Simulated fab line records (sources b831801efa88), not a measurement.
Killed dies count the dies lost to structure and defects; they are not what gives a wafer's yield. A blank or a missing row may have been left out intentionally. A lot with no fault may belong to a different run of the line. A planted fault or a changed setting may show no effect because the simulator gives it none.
A lot that was struck, set against a sound lot / flow gf180mcu / 15 out of 602 route steps
Sound: these wafers, L418.1, L418.3, L418.4. Wafers struck: L424.2, L424.3, L424.5. Last of all comes the cause.
Each step with rows lists, per side, the tool, then ch with its chambers, then its first start. Under that, the readings that differ: sound wafers / struck wafers / difference of the means / sigmas: that difference in standard deviations of wafers without a fault.
alike: words and numbers the same on both sides, and readings whose means are apart by under 2 such deviations; not compared: readings that were withheld, readings missing a value for some wafer, numbers with overlapping values and no deviation given by the record, and bounds like >300 which may hide the same value.
The two part at a step that has a row with sigmas, a row that says differs or no value, or rows on one side only. Numbers that don't overlap but have no deviation are shown without sigmas and don't part them. A reading missing from all wafers of one side parts the sides only when that side holds two or more wafers.

GF_TOP_METAL_SPUTTER_04: material TiN, target thk 25 nm, time 20.8 s.
  sound: pvd_sputter-03 at day 29 13:50; struck: pvd_sputter-02 at day 31 16:23
  alike: throttle_valve_pct
GF_TOP_METAL_RS_MEAS_05: uses a four-point probe to measure.
  sound: film_metro-02 at day 29 13:52; struck: film_metro-02 at day 31 16:25
  alike: TOP_METAL_ALCU_RS
GF_TOP_METAL_THK_MEAS_06: measures by xrf.
  sound: film_metro-02 at day 29 13:59; struck: film_metro-02 at day 31 16:32
  alike: TOP_METAL_ALCU_THK
then, 7 steps without rows for these wafers: GF_TOP_METAL_DEHYDRATE_07 (time 60 s); GF_TOP_METAL_HMDS_08 (prime time 60 s); GF_TOP_METAL_COAT_09 (resist thk 1500 nm); GF_TOP_METAL_SOFTBAKE_10 (time 60 s); GF_TOP_METAL_EXPOSE_11 (exposes mask MetalTop, target cd 440 nm); GF_TOP_METAL_PEB_12; GF_TOP_METAL_DEVELOP_13 (develop time 61.69 s).
GF_TOP_METAL_CD_MEAS_14 targets a cd of 440 nm.
  sound: cd_sem-01 at day 30 08:21; struck: cd_sem-01 at day 32 09:22
  alike: cd_nm
GF_TOP_METAL_OVL_MEAS_15:
  sound: overlay-02 at day 30 08:28; struck: overlay-02 at day 32 09:28
  alike: TOP_METAL_OVL
GF_TOP_METAL_METAL_ETCH_16: etches the open film in Cl2/BCl3, stops on SiO2, target depth 1077.5 nm, time 179.6 s.
  sound on rie_metal-01 ch 0,1, day 30 08:31; struck on rie_metal-02 ch 0,1, day 32 09:30
  no value came back on the struck wafers for any of 5 readings (bcl3_flow_sccm (sccm), bias_w (W) and others); on the sound wafers bcl3_flow_sccm (sccm) reads 39.95 40.00 39.94
reading=model.NOVOLAK_of_TOP_METAL_COAT_09.thk_nm (nm); sound=1059 1059 1071; struck=1502 1506 1508; difference=+442; sigmas=
  not compared: rf_hours_counter_h
GF_TOP_METAL_STRIP_17: strips in O2/N2.
  sound on plasma_asher-01 ch 0,1, day 30 08:41; struck on plasma_asher-02 ch 0,1, day 32 09:41
reading=strip_time_to_endpoint_s (s); sound=13.32 13.35 13.47; struck=18.25 18.29 18.31; difference=+4.90; sigmas=+57
  alike: drypump_motor_current_A, heater_power_w, o2_flow_sccm, oes_product_au
  not compared: rf_hours_counter_h
then, 1 step without rows for these wafers: GF_TOP_METAL_STRIP_18 (strips in post etch residue remover, time 1200 s).

## WHERE THEY PART
Last at GF_TOP_METAL_STRIP_17 as far as this record goes, first at GF_TOP_METAL_METAL_ETCH_16.

WHY: whatever the simulator had introduced
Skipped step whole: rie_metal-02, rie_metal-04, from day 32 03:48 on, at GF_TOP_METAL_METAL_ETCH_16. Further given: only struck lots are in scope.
